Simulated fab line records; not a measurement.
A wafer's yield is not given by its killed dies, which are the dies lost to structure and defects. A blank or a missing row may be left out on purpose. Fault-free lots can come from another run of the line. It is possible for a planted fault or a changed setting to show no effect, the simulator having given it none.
Which tool was responsible? / flow gf180mcu / 6 lots with 18 wafers sampled at 2 steps, on a route of 602 steps

== WHAT THE GAUGES READ, wafer by wafer ==
GF_STI_THK_MEAS_24.
lot=L147; measured=day 2 12:02; on=film_metro-02; STI_CVD_23_THK (nm)=646 657 645
lot=L149; measured=day 2 18:16; on=film_metro-01; STI_CVD_23_THK (nm)=643 657 650
lot=L153; measured=day 3 17:37; on=film_metro-01; STI_CVD_23_THK (nm)=650 650 650
lot=L157; measured=day 4 15:18; on=film_metro-01; STI_CVD_23_THK (nm)=651 658 642
lot=L159; measured=day 4 23:46; on=film_metro-02; STI_CVD_23_THK (nm)=647 655 655
lot=L164; measured=day 6 01:31; on=film_metro-02; STI_CVD_23_THK (nm)=651 948 655

== WHICH TOOL RAN EACH LOT (tool, then ch and the chambers of the sampled wafers, then the start) ==
lot=L147; GF_STI_CVD_23=hdpcvd-01 ch 0,1,2, day 2 11:58
lot=L149; GF_STI_CVD_23=hdpcvd-01 ch 0,1,2, day 2 18:11
lot=L153; GF_STI_CVD_23=hdpcvd-01 ch 0,1, day 3 17:32
lot=L157; GF_STI_CVD_23=hdpcvd-02 ch 0,1,2, day 4 15:14
lot=L159; GF_STI_CVD_23=hdpcvd-01 ch 0,1,2, day 4 23:40
lot=L164; GF_STI_CVD_23=hdpcvd-02 ch 0,1, day 6 01:26
- GF_STI_CVD_23: deposits SiO2, target thk 650 nm, time 108.3 s.

== THE ANSWER, worked out from the rows above alone ==
Rule: the lots themselves supply what counts as usual. Put in order of their means at a reading, lots are off if they are a third of the lots or fewer, leave a main group of 4 or more, and stand apart from it by a gap of 3 or more times the standard deviation of the main group's means; of several such gaps the widest counts. Not used: any main group whose means are identical at the precision the tables above print for the reading. Also off: a lot with no number at a reading for which 4 or more lots have one. All remaining lots with rows at the step are treated as sound.
Off: L164, seen at GF_STI_THK_MEAS_24 (STI_CVD_23_THK). Main group: mean 650 nm, sd 1.
If a tool, at a process step before that reading, ran all the lots that are off and no sound lot after the first of them, it fits. Gauges at GF_STI_THK_MEAS_24: tried the same way as those tools. 2 tools fit, hdpcvd-02 at GF_STI_CVD_23 and film_metro-02 at GF_STI_THK_MEAS_24, so this cannot tell which one it is.

== WHAT WAS PUT IN BY THE SIMULATOR ==
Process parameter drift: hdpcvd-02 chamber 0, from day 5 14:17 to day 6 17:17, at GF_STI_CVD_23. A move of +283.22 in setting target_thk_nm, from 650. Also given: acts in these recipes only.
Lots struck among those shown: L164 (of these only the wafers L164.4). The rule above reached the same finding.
